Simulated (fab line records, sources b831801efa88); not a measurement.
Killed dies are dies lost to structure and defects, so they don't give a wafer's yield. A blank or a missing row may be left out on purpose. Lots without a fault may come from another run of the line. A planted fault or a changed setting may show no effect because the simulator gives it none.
fab line records | flow gf180mcu
record lots=7 wafers=21 last_day=34
route steps=602 shown M4@475 V4@476
lots that met no fault: from a run of the same line without faults
start_h: hours from the record's first day to the start of the lot's first wafer shown | wait_h: hours since the lot's step before | " the same as in the row above | L1.1+2: a row that stands for several wafers | - no value, or no start given | * or withheld: withheld | < > ~ a bound
route shown NAME@n: a module of which the file shows steps, and the number in the route of the first | usual: mean/standard deviation of fault-free wafers | same: alike in all rows | chamber/n: place in a boat | sites: the reading at each site | _std_site: their standard deviation | _edge_site: outer sites' mean less inner sites' | radius_mm: how far each site lies from the wafer's centre | mask NAME#n: copy n | behind: the tool/chamber that last shaped the wafer | hold: why the lot was held/for how many hours/how that ended | device: the transistor (n, p or np) that didn't switch | end of line: the same wafers' tests at the end of the route | a step without rows: its recipe alone | killed: dies lost to structure and defects at the first sort, not the wafer's yield | map: a wafer's dies, x killed, . not, _ none there
set.NAME: the setting as run; set.NAME@STEP: as run at that earlier step | model.NAME: the simulator's own value behind a step, which no gauge read
lots at some steps of the route; a table a step, a row a wafer
services: from which hour (start_h, from the record's first day; less than 0 if before it) a tool's chamber was out of use, for how many hours, and why
## steps
# step GF_M4_CLEAN_19
# recipe chemistry=DIW dry=n2_spin
# step GF_V4_CVD_00
# recipe material=SiO2 target_thk_nm=600 sigma_open_frac=0.3 temp_c=400 time_s=100 sih4_flow_sccm=60 pressure_mtorr=6
# step GF_V4_THK_MEAS_01
# recipe reads=SiO2_of_V4_CVD_00
# usual V4_CVD_00_THK=600/7
# columns lot.wafer tool chamber start_h wait_h V4_CVD_00_THK[nm]
L138.2 film_metro-01 - 591.25 0.0 609
L138.3 " - " " 607
L138.5 " - " " 603
L149.1 film_metro-03 - 665.56 0.0 584
L149.2 " - " " 590
L149.3 " - " " 589
L150.1 film_metro-01 - 668.35 0.0 603
L150.3 " - " " 605
L150.6 " - " " 593
L151.1 film_metro-04 - 674.58 0.0 604
L151.2 " - " " 596
L151.6 " - " " 589
L153.1 film_metro-03 - 682.88 0.0 601
L153.4 " - " " 600
L153.6 " - " " 597
L155.1 film_metro-01 - 699.10 0.0 610
L155.3 " - " " 594
L155.4 " - " " 595
L156.1 film_metro-01 - 700.74 0.1 594
L156.3 " - " " 590
L156.5 " - " " 596
# step GF_V4_CVD_02
# recipe material=SiO2 target_thk_nm=850 precursor=TEOS temp_c=400 time_s=94.851 rf_w=600
# usual heater_power_w=641/78 rf_fwd_power_W=595.7/2
# same time_s=94.851
# columns lot.wafer tool chamber start_h wait_h heater_power_w rf_fwd_power_W
L138.2 pecvd-02 2 591.30 0.0 624 594.5
L138.3 " 1 " " 608 594.1
L138.5 " 1 " " 659 594.2
L149.1 pecvd-02 1 665.62 0.1 697 598.3
L149.2 " 2 " " 634 595.4
L149.3 " 0 " " 606 595.9
L150.1 pecvd-03 1 668.41 0.1 517 594.4
L150.3 " 2 " " 601 596.8
L150.6 " 2 " " 470 597.1
L151.1 pecvd-03 0 674.64 0.1 573 595.0
L151.2 " 2 " " 604 597.0
L151.6 " 1 " " 589 598.5
L153.1 pecvd-02 2 682.94 0.1 596 595.8
L153.4 " 1 " " 574 598.3
L153.6 " 0 " " 621 592.6
L155.1 pecvd-02 1 699.16 0.1 770 596.3
L155.3 " 2 " " 701 595.2
L155.4 " 2 " " 559 595.5
L156.1 pecvd-02 1 700.80 0.1 732 597.5
L156.3 " 0 " " 602 594.4
L156.5 " 1 " " 595 597.6
# step GF_V4_THK_MEAS_03
# recipe reads=SiO2_of_V4_CVD_02
# usual V4_CVD_02_THK=846/11
# columns lot.wafer tool chamber start_h wait_h V4_CVD_02_THK[nm]
L138.2 film_metro-04 - 591.38 0.0 834
L138.3 " - " " 853
L138.5 " - " " 859
L149.1 film_metro-04 - 665.69 0.0 849
L149.2 " - " " 842
L149.3 " - " " 843
L150.1 film_metro-04 - 668.48 0.0 851
L150.3 " - " " 841
L150.6 " - " " 858
L151.1 film_metro-03 - 674.71 0.0 849
L151.2 " - " " 840
L151.6 " - " " 862
L153.1 film_metro-04 - 683.00 0.0 836
L153.4 " - " " 864
L153.6 " - " " 858
L155.1 film_metro-03 - 699.25 0.1 837
L155.3 " - " " 839
L155.4 " - " " 850
L156.1 film_metro-03 - 700.87 0.0 843
L156.3 " - " " 843
L156.5 " - " " 849
# step GF_V4_CMP_04
# recipe material=SiO2 down_force_psi=4 platen_rpm=60 pad_velocity_m_s=0.94248
# usual motor_current_A=11.9/1.1 time_to_endpoint_s=81/5
# columns lot.wafer tool chamber start_h wait_h motor_current_A time_to_endpoint_s
L138.3 cmp-01 1 591.43 0.0 11.8 83
L138.2 " 2 " " 9.8 70
L138.5 " 1 " " 11.4 86
L149.2 cmp-01 2 665.75 0.0 10.8 77
L149.1 " 3 " " 13.0 85
L149.3 " 1 " " 11.9 84
L150.1 cmp-02 1 668.59 0.1 12.3 82
L150.3 " 2 " " 13.5 80
L150.6 " 1 " " 11.4 84
L151.2 cmp-01 2 674.77 0.0 10.7 80
L151.1 " 0 " " 10.8 81
L151.6 " 3 " " 12.1 87
L153.1 cmp-02 0 683.11 0.1 11.3 81
L153.4 " 2 " " 13.9 92
L153.6 " 0 " " 11.8 92
L155.4 cmp-02 3 699.31 0.0 12.9 83
L155.3 " 0 " " 11.3 83
L155.1 " 1 " " 11.6 78
L156.1 cmp-01 1 700.93 0.1 11.4 81
L156.3 " 2 " " 10.6 76
L156.5 " 2 " " 10.3 78
# step GF_V4_BOW_MEAS_05
# recipe mode=bow
# usual V4_BOW=136/10
# columns lot.wafer tool chamber start_h wait_h V4_BOW[um]
L138.2 film_metro-01 - 591.75 0.2 133
L138.3 " - " " 134
L138.5 " - " " 134
L149.1 film_metro-03 - 666.05 0.2 144
L149.2 " - " " 132
L149.3 " - " " 140
L150.1 film_metro-01 - 668.84 0.2 151
L150.3 " - " " 151
L150.6 " - " " 147
L151.1 film_metro-03 - 675.07 0.1 138
L151.2 " - " " 136
L151.6 " - " " 139
L153.1 film_metro-04 - 683.36 0.2 143
L153.4 " - " " 134
L153.6 " - " " 139
L155.1 film_metro-04 - 699.61 0.1 154
L155.3 " - " " 155
L155.4 " - " " 157
L156.1 film_metro-01 - 701.23 0.2 133
L156.3 " - " " 124
L156.5 " - " " 131
# step GF_V4_DEHYDRATE_06
# recipe temp_c=200 time_s=60
# step GF_V4_HMDS_07
# recipe prime_time_s=60 prime_temp_c=120
# step GF_V4_COAT_08
# recipe resist=BARC temp_c=withheld time_s=withheld spin_rpm=withheld resist_thk_nm=withheld
# step GF_V4_COAT_09
# recipe resist=KrF spin_rpm=withheld resist_thk_nm=1000
# step GF_V4_SOFTBAKE_10
# recipe temp_c=130 time_s=60 resist=KrF
# step GF_V4_EXPOSE_11
# recipe mask_id=Via4 target_cd_nm=260 na=0.68 source_shape=conventional sigma_outer=0.6 dose_mj=38
# usual exposure_dose_mJ_cm2=38.09/0.18 focus_offset_nm=0.0/0.56 stage_vel_mm_s=499.97/0.23
# columns lot.wafer tool chamber start_h wait_h mask exposure_dose_mJ_cm2 focus_offset_nm stage_vel_mm_s
L138.2 krf_scanner-01 0 602.58 - Via4#0 38.26 0.1 499.72
L138.3 " 0 " " Via4#0 38.30 0.3 499.95
L138.5 " 0 " " Via4#0 38.29 -0.4 500.13
L149.1 krf_scanner-02 - 675.95 - Via4#0 - - -
L149.2 " - " " Via4#0 - - -
L149.3 " - " " Via4#0 - - -
L150.1 krf_scanner-01 - 679.06 - Via4#0 - - -
L150.3 " - " " Via4#0 - - -
L150.6 " - " " Via4#0 - - -
L151.1 krf_scanner-02 - 685.11 - Via4#0 - - -
L151.2 " - " " Via4#0 - - -
L151.6 " - " " Via4#0 - - -
L153.1 krf_scanner-01 0 693.37 - Via4#0 38.27 -0.3 500.03
L153.4 " 0 " " Via4#0 38.26 -0.5 499.94
L153.6 " 0 " " Via4#0 38.26 -0.6 499.69
L155.1 krf_scanner-02 0 708.79 - Via4#0 37.91 -0.2 499.95
L155.3 " 0 " " Via4#0 37.94 -0.2 500.00
L155.4 " 0 " " Via4#0 37.91 -0.5 500.17
L156.1 krf_scanner-02 0 710.10 - Via4#0 37.88 0.4 500.20
L156.3 " 0 " " Via4#0 37.89 -0.2 500.03
L156.5 " 0 " " Via4#0 37.88 0.8 499.80
# step GF_V4_PEB_12
# recipe peb_temp_c=135 peb_time_s=90 resist=KrF
## services
# columns tool chamber start_h hours kind
cmp-01 - 572.30 4.0 pm
cmp-01 - 576.29 0.9 repair
cmp-01 - 576.30 - consumable_replace:conditioner
cmp-01 - 576.30 - consumable_replace:pad
krf_scanner-02 0 582.74 - calibration
pecvd-03 - 584.07 14.6 pm
krf_scanner-01 - 589.25 0.8 pm
pecvd-03 - 598.67 14.0 pm
pecvd-03 0 598.67 14.0 vent_cycle
pecvd-03 1 598.67 14.0 vent_cycle
krf_scanner-02 - 602.32 1.0 pm
cmp-02 - 606.41 1.4 repair
krf_scanner-01 - 612.18 1.3 pm
krf_scanner-02 - 622.19 1.3 pm
krf_scanner-02 - 624.76 0.8 pm
pecvd-03 - 632.65 1.0 repair
krf_scanner-02 - 636.88 3.6 pm
cmp-01 - 639.19 0.8 repair
krf_scanner-01 - 644.68 1.0 pm
cmp-01 - 647.52 1.1 repair
krf_scanner-01 - 650.09 1.2 repair
cmp-02 - 674.58 2.5 repair
cmp-01 - 684.29 1.9 repair
cmp-01 - 703.56 0.4 repair
## key
first_sign step=GF_V4_EXPOSE_11 reading=tool_record direction=missing
effect none on later readings
met_at GF_V4_EXPOSE_11
struck_wafers L149.1,L149.2,L149.3,L150.1,L150.3,L150.6,L151.1,L151.2,L151.6
later_rows_left_out L149.1,L149.2,L149.3,L150.1,L150.3,L150.6,L151.1,L151.2,L151.6
sort_left_out L149.1,L149.2,L149.3,L150.1,L150.3,L150.6,L151.1,L151.2,L151.6
onset_between 602.58 675.95
fault kind=skipped_step_whole tool=krf_scanner-01,krf_scanner-02 chamber=- onset_h=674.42 steps=GF_V4_EXPOSE_11 scope=struck_lots_only
# sort_left_out: the simulated sort isn't trusted on such a fault, so these wafers' sort isn't shown, and their yield isn't known
# later_rows_left_out: the simulator's readings of these wafers behind a module that went badly wrong aren't trusted and aren't shown, but for the sort
